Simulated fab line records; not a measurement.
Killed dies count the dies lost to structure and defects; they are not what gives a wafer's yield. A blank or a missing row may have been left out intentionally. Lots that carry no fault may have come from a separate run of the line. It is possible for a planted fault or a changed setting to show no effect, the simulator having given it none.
Chamber matching	flow sfq-line	SFQ_TRILAYER_A5C_DEP_PECVD_142 on pecvd-02: 3 sister chambers
The step deposits SiO2 from SiH4/N2O, time 15.556 s, target thk 70 nm. 3 wafers are shown with their chamber, then 7 later ones without.

WAFERS, EACH WITH ITS CHAMBER
wafer	chamber	throttle-valve-pct (%)
L224.2	1	22.0
L229.2	0	24.4
L229.3	2	23.7

WAFERS WITH NO CHAMBER GIVEN
wafer	throttle-valve-pct (%)
L229.4	24.5
L231.2	24.8
L231.4	24.0
L231.5	24.7
L244.1	23.3
L244.5	24.3
L244.6	23.3

WHICH CHAMBER EACH ONE RAN IN
wafer	from the rows above	in truth
L229.4	0	0
L231.2	0	0
L231.4	can't be placed: 2 or 0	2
L231.5	0	0
L244.1	2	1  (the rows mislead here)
L244.5	can't be placed: 0 or 2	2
L244.6	2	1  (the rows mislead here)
3 of 7 placed correctly. From these rows, 2 cannot be placed; in 2 the true chamber is one of the candidates. Number placed wrongly: 2.
How it was worked out, from the rows above alone: a wafer's distance from a chamber is the root of the sum, over the readings, of the square of ((its reading less the chamber's mean) divided by the reading's scatter). If the next closest chamber is less than 2 further off than the closest, the wafer can't be placed; otherwise it belongs to the closest. Each chamber's mean is taken over the wafers shown for it. The scatter: root of mean squared gap, hidden wafer to nearest shown wafer, with one shown wafer a chamber.
